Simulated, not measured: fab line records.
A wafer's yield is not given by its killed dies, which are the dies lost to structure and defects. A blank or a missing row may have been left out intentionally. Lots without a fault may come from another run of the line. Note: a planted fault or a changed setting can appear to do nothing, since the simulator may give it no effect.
Which tool did it? || flow gf180mcu || 13 lots with 39 wafers sampled at 5 steps, on a route of 602 steps

## WHAT THE GAUGES SHOWED, per wafer
GF_HV_LDD_OVL_MEAS_32.
{"lot": "L556", "measured": "day 12 22:30", "on": "overlay-01", "HV_LDD_02_OVL (nm)": "-3.1 -0.8 -1.6"}
{"lot": "L558", "measured": "day 13 16:35", "on": "overlay-01", "HV_LDD_02_OVL (nm)": "-2.0 -0.2 -1.4"}
{"lot": "L560", "measured": "day 14 05:53", "on": "overlay-01", "HV_LDD_02_OVL (nm)": "0.3 0.6 1.4"}
{"lot": "L563", "measured": "day 15 02:35", "on": "overlay-01", "HV_LDD_02_OVL (nm)": "-0.4 0.9 3.1"}
{"lot": "L564", "measured": "day 15 17:01", "on": "overlay-02", "HV_LDD_02_OVL (nm)": "-1.8 -0.2 -1.2"}
{"lot": "L567", "measured": "day 16 13:59", "on": "overlay-02", "HV_LDD_02_OVL (nm)": "-0.2 -1.0 -1.6"}
{"lot": "L568", "measured": "day 16 19:38", "on": "overlay-01", "HV_LDD_02_OVL (nm)": "0.1 -0.7 1.0"}
{"lot": "L569", "measured": "day 17 03:38", "on": "overlay-02", "HV_LDD_02_OVL (nm)": "0.9 -0.7 0.6"}
{"lot": "L572", "measured": "day 18 03:24", "on": "overlay-02", "HV_LDD_02_OVL (nm)": "0.9 -1.1 1.1"}
{"lot": "L574", "measured": "day 18 17:36", "on": "overlay-01", "HV_LDD_02_OVL (nm)": "-0.2 0.1 -0.1"}
{"lot": "L575", "measured": "day 18 22:50", "on": "overlay-01", "HV_LDD_02_OVL (nm)": "0.9 -0.9 -0.1"}
{"lot": "L576", "measured": "day 19 07:05", "on": "overlay-01", "HV_LDD_02_OVL (nm)": "-0.9 -0.2 0.8"}
{"lot": "L577", "measured": "day 19 15:23", "on": "overlay-02", "HV_LDD_02_OVL (nm)": "1.4 -0.4 0.1"}

GF_HV_LDD_THK_MEAS_57.
{"lot": "L556", "measured": "day 13 23:55", "on": "film_metro-04", "HV_LDD_CVD_56_THK (nm)": "89.5 89.5 89.1"}
{"lot": "L558", "measured": "day 14 18:56", "on": "film_metro-03", "HV_LDD_CVD_56_THK (nm)": "91.2 91.1 91.2"}
{"lot": "L560", "measured": "day 15 07:11", "on": "film_metro-03", "HV_LDD_CVD_56_THK (nm)": "90.8 89.9 90.0"}
{"lot": "L563", "measured": "day 16 06:15", "on": "film_metro-04", "HV_LDD_CVD_56_THK (nm)": "90.1 90.5 90.1"}
{"lot": "L564", "measured": "day 16 19:20", "on": "film_metro-03", "HV_LDD_CVD_56_THK (nm)": "91.4 90.8 91.5"}
{"lot": "L567", "measured": "day 17 17:50", "on": "film_metro-04", "HV_LDD_CVD_56_THK (nm)": "90.4 90.3 90.1"}
{"lot": "L568", "measured": "day 18 00:11", "on": "film_metro-03", "HV_LDD_CVD_56_THK (nm)": "88.4 88.6 88.9"}
{"lot": "L569", "measured": "day 18 08:33", "on": "film_metro-04", "HV_LDD_CVD_56_THK (nm)": "88.5 88.9 88.5"}
{"lot": "L572", "measured": "day 19 07:21", "on": "film_metro-02", "HV_LDD_CVD_56_THK (nm)": "89.8 89.7 89.7"}
{"lot": "L574", "measured": "day 19 22:28", "on": "film_metro-04", "HV_LDD_CVD_56_THK (nm)": "89.4 89.9 89.7"}
{"lot": "L575", "measured": "day 20 03:38", "on": "film_metro-03", "HV_LDD_CVD_56_THK (nm)": "89.3 89.9 88.8"}
{"lot": "L576", "measured": "day 20 12:05", "on": "film_metro-04", "HV_LDD_CVD_56_THK (nm)": "89.7 89.0 89.0"}
{"lot": "L577", "measured": "day 20 22:12", "on": "film_metro-04", "HV_LDD_CVD_56_THK (nm)": "91.1 91.3 90.2"}

GF_NSD_CD_MEAS_07: target cd 400 nm.
{"lot": "L556", "measured": "day 14 21:52", "on": "cd_sem-02", "cd_nm (nm)": "400.5 400.1 398.9"}
{"lot": "L558", "measured": "day 15 17:16", "on": "cd_sem-01", "cd_nm (nm)": "397.7 399.0 398.4"}
{"lot": "L560", "measured": "day 16 05:46", "on": "cd_sem-02", "cd_nm (nm)": "399.9 400.1 400.2"}
{"lot": "L563", "measured": "day 17 05:43", "on": "cd_sem-01", "cd_nm (nm)": "399.7 399.8 398.6"}
{"lot": "L564", "measured": "day 17 19:19", "on": "cd_sem-01", "cd_nm (nm)": "396.9 399.7 398.7"}
{"lot": "L567", "measured": "day 18 17:52", "on": "cd_sem-02", "cd_nm (nm)": "399.2 398.3 399.9"}
{"lot": "L568", "measured": "day 18 23:46", "on": "cd_sem-01", "cd_nm (nm)": "399.5 398.1 398.5"}
{"lot": "L569", "measured": "day 19 08:38", "on": "cd_sem-02", "cd_nm (nm)": "400.2 401.9 399.2"}
{"lot": "L572", "measured": "day 20 08:42", "on": "cd_sem-02", "cd_nm (nm)": "403.8 402.1 403.4"}
{"lot": "L574", "measured": "day 20 23:15", "on": "cd_sem-01", "cd_nm (nm)": "401.0 401.8 403.7"}
{"lot": "L575", "measured": "day 21 04:31", "on": "cd_sem-02", "cd_nm (nm)": "401.1 400.8 401.5"}
{"lot": "L576", "measured": "day 21 13:31", "on": "cd_sem-01", "cd_nm (nm)": "402.4 403.1 403.7"}
{"lot": "L577", "measured": "day 21 23:08", "on": "cd_sem-01", "cd_nm (nm)": "397.9 399.7 402.9"}

## TOOL THAT RAN EACH LOT (tool first, then ch and the chambers of the sampled wafers, then the start)
{"lot": "L556", "GF_HV_LDD_COAT_41": "litho_track-02 ch 0, day 13 09:20", "GF_HV_LDD_STRIP_49": "plasma_asher-04 ch 0,1, day 13 20:29"}
{"lot": "L558", "GF_HV_LDD_COAT_41": "litho_track-04 ch 0, day 14 03:40", "GF_HV_LDD_STRIP_49": "plasma_asher-03 ch 0,1, day 14 15:34"}
{"lot": "L560", "GF_HV_LDD_COAT_41": "litho_track-04 ch 0, day 14 17:28", "GF_HV_LDD_STRIP_49": "plasma_asher-04 ch 0,1, day 15 04:17"}
{"lot": "L563", "GF_HV_LDD_COAT_41": "litho_track-04 ch 0, day 15 15:01", "GF_HV_LDD_STRIP_49": "plasma_asher-03 ch 0,1, day 16 02:49"}
{"lot": "L564", "GF_HV_LDD_COAT_41": "litho_track-03 ch 0, day 16 04:08", "GF_HV_LDD_STRIP_49": "plasma_asher-04 ch 0,1, day 16 16:25"}
{"lot": "L567", "GF_HV_LDD_COAT_41": "litho_track-04 ch 0, day 17 02:01", "GF_HV_LDD_STRIP_49": "plasma_asher-03 ch 0,1, day 17 14:55"}
{"lot": "L568", "GF_HV_LDD_COAT_41": "litho_track-03 ch 0, day 17 08:16", "GF_HV_LDD_STRIP_49": "plasma_asher-02 ch 0,1, day 17 21:16"}
{"lot": "L569", "GF_HV_LDD_COAT_41": "litho_track-04 ch 0, day 17 15:53", "GF_HV_LDD_STRIP_49": "plasma_asher-04 ch 0,1, day 18 05:07"}
{"lot": "L572", "GF_HV_LDD_COAT_41": "litho_track-03 ch 0, day 18 15:58", "GF_HV_LDD_STRIP_49": "plasma_asher-02 ch 0,1, day 19 04:28"}
{"lot": "L574", "GF_HV_LDD_COAT_41": "litho_track-03 ch 0, day 19 06:26", "GF_HV_LDD_STRIP_49": "plasma_asher-04 ch 0,1, day 19 19:34"}
{"lot": "L575", "GF_HV_LDD_COAT_41": "litho_track-04 ch 0, day 19 11:31", "GF_HV_LDD_STRIP_49": "plasma_asher-03 ch 0,1, day 20 00:43"}
{"lot": "L576", "GF_HV_LDD_COAT_41": "litho_track-03 ch 0, day 19 20:13", "GF_HV_LDD_STRIP_49": "plasma_asher-02 ch 0,1, day 20 09:10"}
{"lot": "L577", "GF_HV_LDD_COAT_41": "litho_track-04 ch 0, day 20 04:16", "GF_HV_LDD_STRIP_49": "plasma_asher-04 ch 0,1, day 20 18:04"}
- GF_HV_LDD_COAT_41: resist thk 1000 nm.
- GF_HV_LDD_STRIP_49: strips in O2/N2.

## AS READ BY THE TOOLS THEMSELVES (means over the sampled wafers that have a number; for cases with no such wafer, the mark the record gives instead)
GF_HV_LDD_COAT_41.
{"lot": "L556", "tool": "litho_track-02", "spin_speed_rpm (rpm)": 3000.2}
{"lot": "L558", "tool": "litho_track-04", "spin_speed_rpm (rpm)": 3000.2}
{"lot": "L560", "tool": "litho_track-04", "spin_speed_rpm (rpm)": 2999.6}
{"lot": "L563", "tool": "litho_track-04", "spin_speed_rpm (rpm)": 2998.6}
{"lot": "L564", "tool": "litho_track-03", "spin_speed_rpm (rpm)": 2999.3}
{"lot": "L567", "tool": "litho_track-04", "spin_speed_rpm (rpm)": 2999.3}
{"lot": "L568", "tool": "litho_track-03", "spin_speed_rpm (rpm)": 3001.9}
{"lot": "L569", "tool": "litho_track-04", "spin_speed_rpm (rpm)": 2999.1}
{"lot": "L572", "tool": "litho_track-03", "spin_speed_rpm (rpm)": 2998.5}
{"lot": "L574", "tool": "litho_track-03", "spin_speed_rpm (rpm)": 3314.7}
{"lot": "L575", "tool": "litho_track-04", "spin_speed_rpm (rpm)": 3001.6}
{"lot": "L576", "tool": "litho_track-03", "spin_speed_rpm (rpm)": 3319.4}
{"lot": "L577", "tool": "litho_track-04", "spin_speed_rpm (rpm)": 3002.6}

GF_HV_LDD_STRIP_49.
{"lot": "L556", "tool": "plasma_asher-04", "drypump_motor_current_A (A)": 5.6, "heater_power_w (W)": 361, "oes_product_au (a.u.)": 0.719, "strip_time_to_endpoint_s (s)": 12.67}
{"lot": "L558", "tool": "plasma_asher-03", "drypump_motor_current_A (A)": 6.3, "heater_power_w (W)": 300, "oes_product_au (a.u.)": 0.715, "strip_time_to_endpoint_s (s)": 12.66}
{"lot": "L560", "tool": "plasma_asher-04", "drypump_motor_current_A (A)": 5.6, "heater_power_w (W)": 362, "oes_product_au (a.u.)": 0.715, "strip_time_to_endpoint_s (s)": 12.62}
{"lot": "L563", "tool": "plasma_asher-03", "drypump_motor_current_A (A)": 6.1, "heater_power_w (W)": 308, "oes_product_au (a.u.)": 0.710, "strip_time_to_endpoint_s (s)": 12.63}
{"lot": "L564", "tool": "plasma_asher-04", "drypump_motor_current_A (A)": 5.7, "heater_power_w (W)": 337, "oes_product_au (a.u.)": 0.717, "strip_time_to_endpoint_s (s)": 12.63}
{"lot": "L567", "tool": "plasma_asher-03", "drypump_motor_current_A (A)": 6.3, "heater_power_w (W)": 302, "oes_product_au (a.u.)": 0.715, "strip_time_to_endpoint_s (s)": 12.59}
{"lot": "L568", "tool": "plasma_asher-02", "drypump_motor_current_A (A)": 6.0, "heater_power_w (W)": 335, "oes_product_au (a.u.)": 0.714, "strip_time_to_endpoint_s (s)": 12.66}
{"lot": "L569", "tool": "plasma_asher-04", "drypump_motor_current_A (A)": 5.7, "heater_power_w (W)": 363, "oes_product_au (a.u.)": 0.712, "strip_time_to_endpoint_s (s)": 12.63}
{"lot": "L572", "tool": "plasma_asher-02", "drypump_motor_current_A (A)": 6.0, "heater_power_w (W)": 335, "oes_product_au (a.u.)": 0.713, "strip_time_to_endpoint_s (s)": 12.61}
{"lot": "L574", "tool": "plasma_asher-04", "drypump_motor_current_A (A)": 5.7, "heater_power_w (W)": 338, "oes_product_au (a.u.)": 0.720, "strip_time_to_endpoint_s (s)": 12.10}
{"lot": "L575", "tool": "plasma_asher-03", "drypump_motor_current_A (A)": 6.0, "heater_power_w (W)": 299, "oes_product_au (a.u.)": 0.716, "strip_time_to_endpoint_s (s)": 12.63}
{"lot": "L576", "tool": "plasma_asher-02", "drypump_motor_current_A (A)": 6.0, "heater_power_w (W)": 337, "oes_product_au (a.u.)": 0.714, "strip_time_to_endpoint_s (s)": 12.08}
{"lot": "L577", "tool": "plasma_asher-04", "drypump_motor_current_A (A)": 5.7, "heater_power_w (W)": 336, "oes_product_au (a.u.)": 0.718, "strip_time_to_endpoint_s (s)": 12.65}

## THE ANSWER, worked out from the rows above alone
Rule: the lots themselves supply what counts as usual. The widest of any qualifying gaps counts: lots, ordered by their means at a reading, are off when they make up no more than a third of the lots, leave a main group of 4 or more, and stand apart from it by 3 or more times the standard deviation of that group's means. Not used: any main group whose means are identical at the precision the tables above print for the reading. Also off: a lot with no number at a reading for which 4 or more lots have one. Any other lot the step has rows for is counted as sound. First the gauges in route order, then the tools' own readings, where a lot's mean is used as printed above. The first step at which some lot is off is used, and at that step the reading that is off furthest; a lot without a number counts as furthest.
Off at GF_HV_LDD_COAT_41 (spin_speed_rpm): L574, L576. For the main group the mean is 3000.1 rpm and the standard deviation 1.3.
A tool fits if, at that step or a process step before it, it ran every lot that is off, and no sound lot after the first of them. One fits: GF_HV_LDD_COAT_41 on litho_track-03. A fault onset in the window from L572 (day 18 15:58, its last sound lot) to L574 (day 19 06:26, its first lot off) fits.
The tool's own readings at GF_HV_LDD_COAT_41 bear it out: on the lots that are off they differ by more than 5 times the standard deviation of the sound lots' means. spin_speed_rpm reads 3317.1 rpm there against 3000.1 rpm on the sound lots.

## WHAT THE SIMULATOR HAD PUT IN
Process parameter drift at GF_HV_LDD_COAT_41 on litho_track-03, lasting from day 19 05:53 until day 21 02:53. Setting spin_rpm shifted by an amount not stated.
Struck lots among those shown: L574, L576. The rule given above showed the same thing.
